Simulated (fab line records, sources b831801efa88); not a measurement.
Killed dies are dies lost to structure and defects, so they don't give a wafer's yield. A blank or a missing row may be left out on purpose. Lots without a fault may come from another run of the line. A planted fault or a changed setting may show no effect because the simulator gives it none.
Problem report in the 8D (eight disciplines) form, filled by code | flow gf180mcu | the parts of the form that need people (team, actions taken, sign-off) are left out

1. THE PROBLEM
strip_time_to_endpoint_s at GF_NWELL_STRIP_10 reads a mean of 34.81 s on 2 wafers of 2 lots; wafers without a fault read 37.00 s with a standard deviation of 0.11. That is -20 standard deviations from the usual mean.
The step: strips in O2/N2.
First seen on wafer L251.6, day 4 15:36, on plasma_asher-01. The record holds 39 wafers of 13 lots with a number at this step. Rule for "out", or "out of limits": more than 4 standard deviations from the usual mean. The other wafers with a number count as sound.

2. WHAT IT IS AND WHAT IT IS NOT
question                    | is                               | is not
which readings at this step | strip_time_to_endpoint_s         | drypump_motor_current_A, heater_power_w, oes_product_au
which lots                  | L251, L252                       | L248, L256, L259, L260, L261, L262, L263, L264, L265, L266, L268
which wafers of those lots  | L251.6, L252.6                   | L251.1, L251.2, L252.1, L252.4
read on which tools         | plasma_asher-01, plasma_asher-04 | plasma_asher-03
when                        | from day 4 15:36                 | up to then (5 sound wafers); but 32 sound wafers of L252, L256, L259, L260, L261, L262, L263, L264, L265, L266, L268 came after

3. SUSPECTS, AND WHAT RULES EACH OUT
Counting: a tool at a process step up to the reading stays a suspect if it ran every lot that is out. Sound lots after the first of them don't rule it out here, since some wafers of a struck lot are sound.
- cmp-01 at GF_STI_CMP_25 (polishes, stops on Si3N4, t overpolish 33 s, target thk 524.6 nm): kept. It ran every lot that is out, first L251 (day 3 10:49).
- litho_track-01 at GF_NWELL_COAT_02 (resist thk 3000 nm): kept. It ran every lot that is out, first L251 (day 4 08:13); its last sound lot up to then is L248 (day 3 16:11).
Left after counting: cmp-01 at GF_STI_CMP_25, litho_track-01 at GF_NWELL_COAT_02.

4. THE CAUSE (what the simulator had put in)
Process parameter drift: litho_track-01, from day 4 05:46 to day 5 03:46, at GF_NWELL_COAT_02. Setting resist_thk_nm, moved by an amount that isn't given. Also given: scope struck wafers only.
Counting left 2 suspects, and this tool is among them.

5. THE CHAIN OF EFFECTS, in route order
Each row: a reading whose mean over the struck wafers that have a number lies more than 3 standard deviations from the usual. Only readings for which the record gives a usual standard deviation are gone through. hours: the time from each lot's start at the first step in this table that gives one to its start at this step, as a median over the lots. sigmas: the change in usual standard deviations.
hours | step              | reading                  | usual   | on struck wafers | change | sigmas
0     | GF_NWELL_STRIP_10 | strip_time_to_endpoint_s | 37.00 s | 34.81            | -2.19  | -20
The process steps in it:
- GF_NWELL_STRIP_10: strips in O2/N2.

6. WHAT WOULD HAVE CAUGHT IT SOONER
In this record the first reading out of limits was taken at day 4 15:36, 10 hours after the fault began at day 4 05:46.
All the lots that are out (2) had begun GF_NWELL_COAT_02 on litho_track-01 by day 4 15:36. A hold on the tool at that time would have spared none of them.
